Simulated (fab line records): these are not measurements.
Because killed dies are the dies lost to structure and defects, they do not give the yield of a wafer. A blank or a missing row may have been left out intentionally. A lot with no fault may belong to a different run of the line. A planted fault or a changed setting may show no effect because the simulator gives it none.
Code-filled problem report in 8D (eight disciplines) form ; flow sky130 ; the parts of the form that need people (team, actions taken, sign-off) are left out

## 1. WHAT WENT WRONG
At SKY_PAD_OPEN_PROBE_99, killedAtFrontEnd averages 148 over 6 wafers from 2 lots, while fault-free wafers read 16, standard deviation 4.3. Relative to the usual mean, that is a shift of +31 standard deviations.
First seen on wafer L177.1, day 49 12:13, on prober-01. The record holds 9 wafers of 3 lots with a number at this step. The rule behind "out" and "out of limits": a value lying over 4 standard deviations away from the usual mean. The rest of the wafers with a number are treated as sound.

## 2. WHAT IT IS; WHAT IT IS NOT
question;is;is not
which readings at this step;killedAtFrontEnd, killedDies, killedOnRim;killed_at_M4_up, killedAtContacts, killedOpen, killedShort
which lots;L177, L178;L174
which wafers of those lots;all that have a number;-
read on which tools;prober-01, prober-02;-
when;from day 49 12:13;up to then (3 sound wafers)

## 3. SUSPECTS, AND WHAT RULES EACH OUT
Counting: a tool stays on the suspect list if, at a process step up to the reading, it processed all lots that are out and no sound lot following the first of them.
- furnace-02 at SKY_FIELD_ISO_OXIDATION_01 (stabilise 600 s, purge 300 s, target thk 12 nm): kept. It ran every lot that is out, first L177 (day 4 13:40), and no sound lot after that.
- plasmaAsher-03 at SKY_VIA3_STRIP_16 (strips in O2/N2): kept. It ran every lot that is out, first L177 (day 44 01:12), and no sound lot after that.
Left after counting: furnace-02 at SKY_FIELD_ISO_OXIDATION_01, plasmaAsher-03 at SKY_VIA3_STRIP_16.

## 4. THE CAUSE (what the simulator had put in)
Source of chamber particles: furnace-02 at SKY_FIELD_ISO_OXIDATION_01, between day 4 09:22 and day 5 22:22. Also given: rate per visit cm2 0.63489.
This tool is one of the 2 suspects left after counting.

## 5. THE EFFECT CHAIN, in route order
Each row: a reading whose mean over the struck wafers that have a number lies more than 3 standard deviations from the usual. Scope: only readings with a usual standard deviation given in the record; hours: median across lots of the time from each lot's start at the first step in this table that gives one to its start at this step; sigmas: change in usual standard deviations.
hours;step;reading;usual;on struck wafers;change;sigmas
0;SKY_PAD_OPEN_PROBE_99;killedAtFrontEnd;16;148;+132;+31
0;SKY_PAD_OPEN_PROBE_99;killedDies;88;206;+118;+13
0;SKY_PAD_OPEN_PROBE_99;killedOnRim;17;37;+20;+5.4
The process steps in it:
- SKY_PAD_OPEN_PROBE_99

## 6. WHAT WOULD HAVE CAUGHT IT SOONER
In this record the first reading out of limits was taken at day 49 12:13, 1083 hours after the fault began at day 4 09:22.
An alarm limit of 4 standard deviations would not have fired on the tool readings at SKY_FIELD_ISO_OXIDATION_01 for which the record gives a usual standard deviation, since none of them was out on any struck wafer.
All the lots that are out (2) had begun SKY_FIELD_ISO_OXIDATION_01 on furnace-02 by day 49 12:13. Tool hold at that time: it would have spared none of them.
